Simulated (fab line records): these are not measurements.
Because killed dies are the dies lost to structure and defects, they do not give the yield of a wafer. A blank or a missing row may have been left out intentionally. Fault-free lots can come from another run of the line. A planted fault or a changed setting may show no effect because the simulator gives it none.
fab line records	flow sky130
record lots=7	wafers=21	last_day=50
route steps=708 shown VIA1@474 METAL2@483 PAD_OPEN@708
lots untouched by any fault: they come from a run of this same line in which no faults occurred
start_h: start of the lot's first displayed wafer, in hours after the record's first day	wait_h: hours from the lot's prior step to this one	" identical to the entry in the row above	L1.1+2: several wafers, shown together as one row	- no value, or no start given	* or withheld: withheld	< > ~ a bound
route shown NAME@n: a module of which the file shows steps, and the number in the route of the first	usual: mean/standard deviation of fault-free wafers	same: alike in all rows	chamber/n: place in a boat	sites: each site's reading	_std_site: the standard deviation of these	_edge_site: the outer-site mean with the inner-site mean subtracted	radius_mm: how far each site lies from the wafer's centre	mask NAME#n: copy n	behind: the tool/chamber that last shaped the wafer	hold: cause of the lot's hold/its duration in hours/its outcome	device: whichever transistor did not switch (one of n, p or np)	end of line: at the end of the route, the tests of the same wafers	a step without rows: its recipe alone	killed: the dies lost at the first sort to structure and to defects; this is not the yield of the wafer	map: dies across one wafer; x = killed, . = not, _ = none there
set.NAME: the run value of the setting; set.NAME@STEP: its run value at that earlier step	model.NAME: the simulator's own value behind a step, which no gauge read
lots seen at some steps along the route; tables by step, rows by wafer
services: when a tool's chamber went out of use (start_h, in hours from the record's first day, below 0 if earlier), for how many hours, and the reason
## steps
# step SKY_VIA1_STRIP_16
# recipe chemistry=O2/N2	power_w=1400	pressure_mtorr=1500	platen_temp_c=withheld	o2_flow_sccm=3000	n2_flow_sccm=300	overash_fraction=0.5
# usual drypump_motor_current_A=5.83/0.097	oes_product_au=0.416/0.0042	strip_time_to_endpoint_s=4.457/0.02
lot.wafer	tool	chamber	start_h	wait_h	drypump_motor_current_A	oes_product_au	rf_hours_counter_h	strip_time_to_endpoint_s
L197.2	plasma_asher-01	0	858.31	0.0	5.85	0.425	12	4.435
L197.5	"	0	"	"	5.85	0.423	-	4.479
L197.6	"	1	"	"	5.92	0.417	-	4.462
L198.1	plasma_asher-04	1	866.71	0.0	6.02	0.416	45	4.447
L198.3	"	1	"	"	6.01	0.418	-	4.481
L198.6	"	0	"	"	5.79	0.412	-	4.481
L205.1	plasma_asher-02	0	908.62	0.0	5.73	0.420	81	4.457
L205.3	"	0	"	"	5.72	0.418	-	4.456
L205.6	"	1	"	"	5.79	0.412	-	4.445
L202.1	plasma_asher-04	1	914.37	0.0	6.02	0.413	49	4.447
L202.3	"	0	"	"	5.78	0.413	-	4.430
L202.6	"	0	"	"	5.74	0.420	-	4.452
L206.1	plasma_asher-02	1	916.52	0.0	5.78	0.414	82	4.422
L206.3	"	0	"	"	5.71	0.412	-	4.468
L206.4	"	1	"	"	5.77	0.419	-	4.467
L208.2	plasma_asher-01	1	931.62	0.0	5.94	0.415	19	4.508
L208.3	"	1	"	"	5.94	0.415	-	4.466
L208.6	"	1	"	"	5.92	0.411	-	4.486
L211.1	plasma_asher-02	0	951.82	0.0	5.69	0.423	86	4.471
L211.3	"	1	"	"	5.81	0.417	-	4.477
L211.5	"	0	"	"	5.69	0.414	-	4.442
# step SKY_VIA1_STRIP_17
# recipe chemistry=post_etch_residue_remover	time_s=1200	temp_c=72.5
# step SKY_VIA1_CLEAN_18
# recipe chemistry=IPA	time_s=180	temp_c=25
# step SKY_VIA1_CLEAN_19
# recipe chemistry=O3/DIW	dry=n2_spin
# step SKY_VIA1_SPUTTER_20
# recipe material=TiN	target_thk_nm=20	chamber_pressure_pa=5	power_w=4000	time_s=80
# step SKY_VIA1_CVD_21
# recipe material=W	target_thk_nm=270	time_s=80.902	temp_c=400	pressure_torr=40
# usual heater_power_w=876/25
lot.wafer	tool	chamber	start_h	wait_h	heater_power_w
L197.2	cvd_w-02	1	859.00	0.1	854
L197.5	"	1	"	"	868
L197.6	"	1	"	"	873
L198.1	cvd_w-01	0	867.37	0.0	870
L198.3	"	0	"	"	886
L198.6	"	0	"	"	852
L205.1	cvd_w-01	1	909.28	0.0	860
L205.3	"	0	"	"	877
L205.6	"	1	"	"	886
L202.1	cvd_w-01	1	915.04	0.0	871
L202.3	"	0	"	"	889
L202.6	"	1	"	"	867
L206.1	cvd_w-01	0	917.21	0.0	880
L206.3	"	1	"	"	874
L206.4	"	0	"	"	871
L208.2	cvd_w-02	0	932.33	0.0	893
L208.3	"	1	"	"	853
L208.6	"	0	"	"	853
L211.1	cvd_w-01	0	952.48	0.0	875
L211.3	"	1	"	"	872
L211.5	"	0	"	"	874
# step SKY_VIA1_RS_MEAS_22
# recipe thk_meas_gauge=four-point-probe	reads=W_of_VIA1_CVD_21+TiN_of_VIA1_SPUTTER_20
# usual VIA1_W_RS=0.421/0.0069
lot.wafer	tool	chamber	start_h	wait_h	VIA1_W_RS[ohm/sq]
L197.2	film_metro-04	-	859.18	0.1	0.433
L197.5	"	-	"	"	0.427
L197.6	"	-	"	"	0.429
L198.1	film_metro-03	-	867.47	0.1	0.421
L198.3	"	-	"	"	0.421
L198.6	"	-	"	"	0.419
L205.1	film_metro-03	-	909.37	0.1	0.427
L205.3	"	-	"	"	0.425
L205.6	"	-	"	"	0.424
L202.1	film_metro-04	-	915.13	0.1	0.427
L202.3	"	-	"	"	0.424
L202.6	"	-	"	"	0.426
L206.1	film_metro-02	-	917.30	0.1	0.420
L206.3	"	-	"	"	0.423
L206.4	"	-	"	"	0.419
L208.2	film_metro-02	-	932.44	0.1	0.410
L208.3	"	-	"	"	0.423
L208.6	"	-	"	"	0.413
L211.1	film_metro-04	-	952.57	0.1	0.416
L211.3	"	-	"	"	0.418
L211.5	"	-	"	"	0.417
# step SKY_VIA1_THK_MEAS_23
# recipe thk_meas_gauge=xrf	reads=W_of_VIA1_CVD_21
# usual VIA1_W_THK=270/4.8
lot.wafer	tool	chamber	start_h	wait_h	VIA1_W_THK[nm]
L197.2	film_metro-04	-	859.29	0.1	260
L197.5	"	-	"	"	263
L197.6	"	-	"	"	262
L198.1	film_metro-03	-	867.59	0.1	270
L198.3	"	-	"	"	269
L198.6	"	-	"	"	273
L205.1	film_metro-03	-	909.49	0.1	270
L205.3	"	-	"	"	270
L205.6	"	-	"	"	271
L202.1	film_metro-04	-	915.25	0.1	264
L202.3	"	-	"	"	265
L202.6	"	-	"	"	264
L206.1	film_metro-02	-	917.42	0.1	271
L206.3	"	-	"	"	270
L206.4	"	-	"	"	274
L208.2	film_metro-02	-	932.55	0.1	278
L208.3	"	-	"	"	270
L208.6	"	-	"	"	276
L211.1	film_metro-04	-	952.69	0.1	270
L211.3	"	-	"	"	270
L211.5	"	-	"	"	270
# step SKY_VIA1_CMP_24
# recipe stop_on=SiO2	t_overpolish_s=15	down_force_psi=3.5	platen_rpm=60	target_thk_nm=0	pad_velocity_m_s=0.94248
# step SKY_METAL2_SPUTTER_00
# recipe material=Ti	target_thk_nm=15	power_w=3000	time_s=10	chamber_pressure_pa=0.4
# usual cathode_dc_power_W=3000.0/0.54	chamber_pressure_pa=0.3999/0.00075	throttle_valve_pct=30.0/0.93
lot.wafer	tool	chamber	start_h	wait_h	cathode_dc_power_W	chamber_pressure_pa	throttle_valve_pct
L197.2	pvd_sputter-01	-	859.64	0.2	2999.9	0.4002	31.3
L197.5	"	-	"	"	2999.9	0.4004	29.7
L197.6	"	-	"	"	2999.5	0.4007	31.2
L198.1	pvd_sputter-02	-	867.95	0.2	3000.7	0.4008	28.5
L198.3	"	-	"	"	3001.3	0.4002	29.9
L198.6	"	-	"	"	3000.3	0.4001	30.2
L205.1	pvd_sputter-02	-	909.88	0.2	3000.2	0.3994	30.7
L205.3	"	-	"	"	2999.9	0.3992	30.3
L205.6	"	-	"	"	2999.9	0.4002	28.2
L202.1	pvd_sputter-02	-	915.61	0.2	2998.9	0.3989	28.4
L202.3	"	-	"	"	2999.8	0.3992	30.4
L202.6	"	-	"	"	2999.4	0.3995	28.3
L206.1	pvd_sputter-02	-	917.78	0.1	3000.0	0.4003	28.2
L206.3	"	-	"	"	2999.9	0.4006	31.0
L206.4	"	-	"	"	3000.0	0.4018	30.1
L208.2	pvd_sputter-03	-	932.90	0.2	3000.6	0.3988	30.8
L208.3	"	-	"	"	2999.9	0.4003	29.1
L208.6	"	-	"	"	2999.2	0.3990	30.9
L211.1	pvd_sputter-03	-	953.05	0.2	2999.3	0.3995	30.4
L211.3	"	-	"	"	3000.0	0.4003	29.4
L211.5	"	-	"	"	2999.5	0.4000	29.2
# step SKY_METAL2_SPUTTER_01
# recipe material=TiN	target_thk_nm=20	power_w=6500	time_s=16.7	chamber_pressure_pa=0.4
# step SKY_METAL2_SPUTTER_02
# recipe material=AlCu	target_thk_nm=250	power_w=10600	time_s=13.3	chamber_pressure_pa=0.4
# usual cathode_dc_power_W=10600/1.7	chamber_pressure_pa=0.4001/0.00079	throttle_valve_pct=30.0/0.95
lot.wafer	tool	chamber	start_h	wait_h	cathode_dc_power_W	chamber_pressure_pa	throttle_valve_pct
L197.2	pvd_sputter-01	-	859.69	0.0	10601	0.4000	31.1
L197.5	"	-	"	"	10598	0.4003	29.8
L197.6	"	-	"	"	10598	0.4000	30.9
L198.1	pvd_sputter-02	-	867.99	0.0	10599	0.3989	28.3
L198.3	"	-	"	"	10599	0.4008	30.3
L198.6	"	-	"	"	10599	0.4012	30.5
L205.1	pvd_sputter-02	-	909.93	0.0	10602	0.4001	30.3
L205.3	"	-	"	"	10601	0.3997	29.9
L205.6	"	-	"	"	10600	0.3993	28.3
L202.1	pvd_sputter-02	-	915.66	0.0	10599	0.4002	28.5
L202.3	"	-	"	"	10600	0.4000	30.4
L202.6	"	-	"	"	10601	0.3994	28.5
L206.1	pvd_sputter-02	-	917.83	0.0	10598	0.4003	28.4
L206.3	"	-	"	"	10603	0.4004	31.1
L206.4	"	-	"	"	10599	0.3998	30.2
L208.2	pvd_sputter-03	-	932.95	0.0	10598	0.4005	30.8
L208.3	"	-	"	"	10601	0.3999	29.1
L208.6	"	-	"	"	10602	0.4001	31.1
L211.1	pvd_sputter-03	-	953.10	0.0	10602	0.4002	30.5
L211.3	"	-	"	"	10600	0.3995	29.0
L211.5	"	-	"	"	10599	0.4003	29.1
# step SKY_METAL2_SPUTTER_03
# recipe material=Ti	target_thk_nm=5	power_w=3000	time_s=3.3	chamber_pressure_pa=0.4
# usual cathode_dc_power_W=3000.0/0.52	chamber_pressure_pa=0.4000/0.00076	throttle_valve_pct=30.0/0.95
lot.wafer	tool	chamber	start_h	wait_h	cathode_dc_power_W	chamber_pressure_pa	throttle_valve_pct
L197.2	pvd_sputter-01	-	859.71	0.0	2999.5	0.4011	31.3
L197.5	"	-	"	"	3000.0	0.4002	29.8
L197.6	"	-	"	"	3000.3	0.4014	31.1
L198.1	pvd_sputter-02	-	868.02	0.0	3000.7	0.3996	28.2
L198.3	"	-	"	"	3000.1	0.3993	30.1
L198.6	"	-	"	"	3000.9	0.4003	30.3
L205.1	pvd_sputter-02	-	909.95	0.0	-	-	-
L205.3	"	-	"	"	-	-	-
L205.6	"	-	"	"	-	-	-
L202.1	pvd_sputter-02	-	915.68	0.0	-	-	-
L202.3	"	-	"	"	-	-	-
L202.6	"	-	"	"	-	-	-
L206.1	pvd_sputter-02	-	917.85	0.0	-	-	-
L206.3	"	-	"	"	-	-	-
L206.4	"	-	"	"	-	-	-
L208.2	pvd_sputter-03	-	932.97	0.0	3000.2	0.3998	31.0
L208.3	"	-	"	"	2999.7	0.3999	29.1
L208.6	"	-	"	"	3000.1	0.3998	31.2
L211.1	pvd_sputter-03	-	953.13	0.0	3000.4	0.4011	30.5
L211.3	"	-	"	"	3000.2	0.3989	28.7
L211.5	"	-	"	"	2999.3	0.3995	29.1
# step SKY_METAL2_SPUTTER_04
# recipe material=TiN	target_thk_nm=70	power_w=6500	time_s=58.3	chamber_pressure_pa=0.4
# usual cathode_dc_power_W=6500.0/1.2	chamber_pressure_pa=0.4000/0.00082	throttle_valve_pct=29.9/0.96
lot.wafer	tool	chamber	start_h	wait_h	cathode_dc_power_W	chamber_pressure_pa	throttle_valve_pct
L197.2	pvd_sputter-01	-	859.73	0.0	6497.8	0.4007	31.3
L197.5	"	-	"	"	6500.6	0.3990	29.3
L197.6	"	-	"	"	6502.4	0.3995	30.8
L198.1	pvd_sputter-02	-	868.04	0.0	6500.4	0.3996	28.2
L198.3	"	-	"	"	6501.3	0.3994	30.0
L198.6	"	-	"	"	6501.1	0.4000	30.2
L205.1	pvd_sputter-02	-	909.97	0.0	6499.8	0.4001	30.5
L205.3	"	-	"	"	6500.7	0.4003	30.2
L205.6	"	-	"	"	6497.8	0.3997	28.3
L202.1	pvd_sputter-02	-	915.70	0.0	6498.3	0.4001	28.3
L202.3	"	-	"	"	6501.7	0.3995	30.4
L202.6	"	-	"	"	6499.4	0.4000	28.2
L206.1	pvd_sputter-02	-	917.87	0.0	6503.7	0.3995	28.1
L206.3	"	-	"	"	6500.2	0.3991	30.9
L206.4	"	-	"	"	6500.4	0.4001	29.9
L208.2	pvd_sputter-03	-	932.99	0.0	6500.5	0.3999	31.2
L208.3	"	-	"	"	6501.7	0.4000	29.0
L208.6	"	-	"	"	6499.7	0.4002	30.8
L211.1	pvd_sputter-03	-	953.15	0.0	6501.0	0.3998	30.6
L211.3	"	-	"	"	6499.3	0.4023	29.1
L211.5	"	-	"	"	6500.3	0.4005	28.9
# step SKY_PAD_OPEN_PROBE_99
# usual defect_limited_yield=82.4/2.2	killed_at_M0_to_M3=44/7.7	killed_at_M4_up=3.2/1.7	killed_at_contacts=24/5.3	killed_at_front_end=15/4.3	killed_at_other=0.3/0.57	killed_dies=87/11	killed_open=47/7.4	killed_short=40/6.5	sort_bin_3_pad_short=0.8/0.4	sort_bin_5_function=10.5/1.6	sort_bin_6_memory=6.3/1.2	sort_n_pass=405/11	sort_yield_pct=82.4/2.2
# same gross_dies=492	killed_at_back_side=0	sort_bin_4_leakage[%]=0	sort_bin_8_speed[%]=0
lot.wafer	tool	chamber	start_h	wait_h	defect_limited_yield[%]	killed_at_M0_to_M3	killed_at_M4_up	killed_at_contacts	killed_at_front_end	killed_at_other	killed_dies	killed_open	killed_short	sort_bin_3_pad_short[%]	sort_bin_5_function[%]	sort_bin_6_memory[%]	sort_n_pass	sort_yield_pct[%]	model.etest.via2_chain.rc_ohm	model.etest.met2.line_ohm_um	model.etest.met2.rs_ohm_sq
L197.2	prober-02	-	1123.25	0.1	85.0	38	1	20	14	1	74	38	36	1.0	9.3	4.7	418	85.0	9.823	0.9064	0.1303
L197.5	prober-02	-	1123.40	0.2	85.2	44	1	18	10	0	73	43	30	0.6	8.9	5.3	419	85.2	10.28	0.924	0.1272
L197.6	prober-02	-	1123.45	0.2	85.8	42	2	17	9	0	70	41	29	0.2	9.8	4.3	422	85.8	9.594	0.9524	0.1296
L198.1	prober-01	-	1133.60	0.1	83.9	45	5	18	11	0	79	39	40	1.0	10.4	4.7	413	83.9	9.83	0.9238	0.1263
L198.3	prober-01	-	1133.70	0.2	81.1	52	5	24	12	0	93	52	41	0.4	11.0	7.5	399	81.1	10.05	0.9208	0.1243
L198.6	prober-01	-	1133.85	0.2	84.1	45	5	20	8	0	78	44	33	0.2	10.0	5.7	414	84.1	10.44	0.9458	0.1263
L205.1	prober-01	-	1162.68	0.1	84.3	46	3	11	17	0	77	41	36	0.8	8.7	6.1	415	84.3	11.92	0.8634	0.1215
L205.3	prober-01	-	1162.78	0.2	81.3	53	2	22	15	0	92	40	52	1.0	12.4	5.3	400	81.3	12.24	0.8554	0.122
L205.6	prober-01	-	1162.93	0.2	76.8	57	8	26	23	0	114	50	63	0.6	13.8	8.7	378	76.8	11.77	0.865	0.1228
L202.1	prober-02	-	1167.89	0.1	83.5	41	2	26	12	0	81	45	36	0.6	10.8	5.1	411	83.5	11.5	0.8898	0.125
L202.3	prober-02	-	1167.99	0.2	83.3	41	1	20	19	1	82	43	39	1.2	9.3	6.1	410	83.3	11.9	0.8585	0.1236
L202.6	prober-02	-	1168.14	0.2	83.5	42	1	22	14	2	81	49	32	0.6	10.4	5.5	411	83.5	12.28	0.8837	0.1245
L206.1	prober-01	-	1169.55	0.1	79.5	50	4	33	14	0	101	57	44	1.0	12.4	7.1	391	79.5	12.44	0.8289	0.1209
L206.3	prober-01	-	1169.65	0.2	81.9	53	5	18	12	1	89	46	42	1.0	10.4	6.7	403	81.9	11.78	0.8496	0.1217
L206.4	prober-01	-	1169.70	0.2	82.9	45	2	22	15	0	84	49	35	1.4	9.8	5.9	408	82.9	12.68	0.8452	0.1211
L208.2	prober-01	-	1179.60	0.1	79.9	41	0	37	21	0	99	59	40	1.0	11.6	7.5	393	79.9	10.67	0.8864	0.1283
L208.3	prober-01	-	1179.65	0.2	81.5	43	4	30	14	0	91	45	46	1.2	9.8	7.5	401	81.5	10.71	0.894	0.1288
L208.6	prober-01	-	1179.80	0.2	81.1	43	6	23	21	0	93	57	36	0.2	11.6	7.1	399	81.1	10.21	0.884	0.1292
L211.1	prober-02	-	1191.10	0.1	77.2	62	4	33	12	1	112	65	47	1.4	13.8	7.5	380	77.2	10.11	0.8993	0.1273
L211.3	prober-02	-	1191.20	0.2	82.9	42	2	18	22	0	84	46	38	1.0	11.0	5.1	408	82.9	10.07	0.9485	0.1275
L211.5	prober-02	-	1191.30	0.2	78.9	54	1	29	20	0	104	62	41	1.2	12.2	7.7	388	78.9	9.872	0.9328	0.1259
# killed by level:class
L197.2 VIA1:geometric_particle:open=8 LI_CONTACT:geometric_particle:open=7 CONTACT:geometric_particle:open=7 METAL2:geometric_particle:short=6 METAL1:geometric_particle:short=5 FIELD_ISO:geometric_particle:short=4 FIELD_ISO:geometric_particle:open=4 VIA3:geometric_particle:open=4
L197.5 VIA2:geometric_particle:open=11 VIA1:geometric_particle:open=9 LI_CONTACT:geometric_particle:open=6 CONTACT:geometric_particle:open=6 VIA1:geometric_particle:short=6 METAL2:geometric_particle:short=4 METAL1:geometric_particle:short=4 LOCAL_INTERCONNECT:geometric_particle:short=3
L197.6 VIA1:geometric_particle:open=9 CONTACT:geometric_particle:short=7 VIA3:geometric_particle:open=7 VIA2:geometric_particle:open=7 VIA1:geometric_particle:short=6 FIELD_ISO:geometric_particle:open=4 LI_CONTACT:geometric_particle:open=4 CONTACT:geometric_particle:open=4
L198.1 VIA1:geometric_particle:short=8 VIA1:geometric_particle:open=8 LI_CONTACT:geometric_particle:open=6 VIA2:geometric_particle:open=6 CONTACT:geometric_particle:open=4 LI_CONTACT:geometric_particle:short=4 VIA2:geometric_particle:short=4 VIA3:geometric_particle:open=4
L198.3 VIA2:geometric_particle:open=10 CONTACT:geometric_particle:open=9 VIA1:geometric_particle:open=9 METAL1:geometric_particle:short=8 METAL2:geometric_particle:short=7 LI_CONTACT:geometric_particle:open=6 POLY_GATE:geometric_particle:short=4 CONTACT:geometric_particle:short=4
L198.6 VIA1:geometric_particle:open=14 VIA3:geometric_particle:open=9 METAL2:geometric_particle:short=6 LI_CONTACT:geometric_particle:open=5 METAL1:geometric_particle:short=5 CONTACT:geometric_particle:open=5 VIA2:geometric_particle:open=5 CONTACT:geometric_particle:short=4
L205.1 VIA1:geometric_particle:open=12 VIA1:geometric_particle:short=8 CONTACT:geometric_particle:open=7 METAL2:geometric_particle:short=6 VIA2:geometric_particle:open=5 METAL1:geometric_particle:short=5 POLY_GATE:geometric_particle:open=4 POLY_GATE:geometric_particle:short=4
L205.3 METAL2:geometric_particle:short=11 VIA3:geometric_particle:open=11 CONTACT:geometric_particle:open=9 VIA1:geometric_particle:short=7 LI_CONTACT:geometric_particle:open=6 VIA1:geometric_particle:open=6 VIA3:geometric_particle:short=5 POLY_GATE:geometric_particle:short=4
L205.6 METAL1:geometric_particle:short=12 LI_CONTACT:geometric_particle:open=10 VIA1:geometric_particle:open=10 METAL2:geometric_particle:short=8 FIELD_ISO:geometric_particle:short=6 METAL4:geometric_particle:short=6 FIELD_ISO:geometric_particle:open=5 LOCAL_INTERCONNECT:geometric_particle:short=5
L202.1 VIA1:geometric_particle:open=12 CONTACT:geometric_particle:open=7 CONTACT:geometric_particle:short=7 METAL2:geometric_particle:short=5 FIELD_ISO:geometric_particle:open=4 POLY_GATE:geometric_particle:open=4 LI_CONTACT:geometric_particle:open=4 LOCAL_INTERCONNECT:geometric_particle:short=4
L202.3 VIA1:geometric_particle:open=10 VIA2:geometric_particle:open=8 LI_CONTACT:geometric_particle:open=6 CONTACT:geometric_particle:open=6 POLY_GATE:geometric_particle:short=5 CONTACT:geometric_particle:short=5 VIA3:geometric_particle:open=5 FIELD_ISO:geometric_particle:short=4
L202.6 VIA1:geometric_particle:open=11 LI_CONTACT:geometric_particle:open=9 VIA2:geometric_particle:open=9 CONTACT:geometric_particle:open=8 FIELD_ISO:geometric_particle:open=5 VIA1:geometric_particle:short=5 FIELD_ISO:geometric_particle:short=4 METAL1:geometric_particle:short=3
L206.1 VIA1:geometric_particle:open=15 LI_CONTACT:geometric_particle:open=12 CONTACT:geometric_particle:open=10 METAL1:geometric_particle:short=9 VIA2:geometric_particle:open=6 FIELD_ISO:geometric_particle:short=4 POLY_GATE:geometric_particle:open=4 VIA1:geometric_particle:short=4
L206.3 VIA1:geometric_particle:open=15 CONTACT:geometric_particle:short=8 VIA2:geometric_particle:open=7 VIA3:geometric_particle:open=6 METAL1:geometric_particle:short=6 LI_CONTACT:geometric_particle:open=5 METAL2:geometric_particle:short=5 FIELD_ISO:geometric_particle:short=4
L206.4 LI_CONTACT:geometric_particle:open=12 VIA1:geometric_particle:open=11 VIA2:geometric_particle:open=6 CONTACT:geometric_particle:open=5 METAL2:geometric_particle:short=5 FIELD_ISO:geometric_particle:short=4 FIELD_ISO:geometric_particle:open=4 VIA3:geometric_particle:short=4
L208.2 CONTACT:geometric_particle:open=16 VIA3:geometric_particle:open=11 CONTACT:geometric_particle:short=7 VIA2:geometric_particle:open=7 METAL2:geometric_particle:short=7 METAL1:geometric_particle:short=6 POLY_GATE:geometric_particle:open=5 VIA1:geometric_particle:open=5
L208.3 CONTACT:geometric_particle:open=12 METAL3:geometric_particle:short=8 LI_CONTACT:geometric_particle:open=7 VIA1:geometric_particle:short=7 VIA1:geometric_particle:open=6 VIA3:geometric_particle:open=6 VIA2:geometric_particle:open=5 CONTACT:geometric_particle:short=5
L208.6 VIA2:geometric_particle:open=9 CONTACT:geometric_particle:open=9 LI_CONTACT:geometric_particle:open=8 VIA3:geometric_particle:open=6 FIELD_ISO:geometric_particle:open=5 VIA1:geometric_particle:open=5 METAL2:geometric_particle:short=5 POLY_GATE:geometric_particle:open=4
L211.1 VIA1:geometric_particle:open=13 CONTACT:geometric_particle:open=13 VIA3:geometric_particle:open=11 METAL2:geometric_particle:short=10 VIA1:geometric_particle:short=8 LI_CONTACT:geometric_particle:open=7 METAL1:geometric_particle:short=7 VIA2:geometric_particle:open=6
L211.3 VIA1:geometric_particle:open=11 FIELD_ISO:geometric_particle:short=10 CONTACT:geometric_particle:open=7 LI_CONTACT:geometric_particle:open=6 VIA1:geometric_particle:short=6 POLY_GATE:geometric_particle:open=5 VIA2:geometric_particle:short=5 VIA3:geometric_particle:open=5
L211.5 VIA1:geometric_particle:open=17 VIA3:geometric_particle:open=14 CONTACT:geometric_particle:short=9 CONTACT:geometric_particle:open=8 POLY_GATE:geometric_particle:short=7 LI_CONTACT:geometric_particle:open=7 POLY_GATE:geometric_particle:open=5 METAL1:geometric_particle:short=5
## services
tool	chamber	start_h	hours	kind
pvd_sputter-03	-	835.45	1.4	repair
cvd_w-02	0	845.29	35.8	repair
plasma_asher-04	-	862.59	1.2	repair
plasma_asher-04	-	896.03	11.7	repair
cvd_w-02	-	904.00	14.0	pm
cvd_w-02	0	904.00	14.0	vent_cycle
cvd_w-02	1	904.00	14.0	vent_cycle
pvd_sputter-01	-	910.95	37.5	repair
plasma_asher-02	-	916.68	2.8	pm
cvd_w-02	0	918.00	-	clean
cvd_w-02	1	918.00	-	clean
plasma_asher-01	-	918.05	0.6	repair
pvd_sputter-02	-	945.25	1.4	repair
plasma_asher-04	-	951.16	5.2	repair
pvd_sputter-01	-	951.27	4.6	repair
pvd_sputter-02	3	951.99	-	consumable_replace:kit
pvd_sputter-02	3	951.99	18.0	scheduled_down
pvd_sputter-02	3	951.99	18.0	vent_cycle
## key
first_sign step=SKY_METAL2_SPUTTER_03	reading=tool_record	direction=missing
effect none on later readings
model_effect step=SKY_PAD_OPEN_PROBE_99	value=etest.via2_chain.rc_ohm	without=10.09	struck=12.06
met_at SKY_METAL2_SPUTTER_03
struck_wafers L202.1,L202.3,L202.6,L205.1,L205.3,L205.6,L206.1,L206.3,L206.4
onset_between 868.02 909.95
fault kind=skipped_step_whole	tool=pvd_sputter-02	chamber=-	onset_h=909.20	steps=SKY_METAL2_SPUTTER_03	scope=struck_lots_only
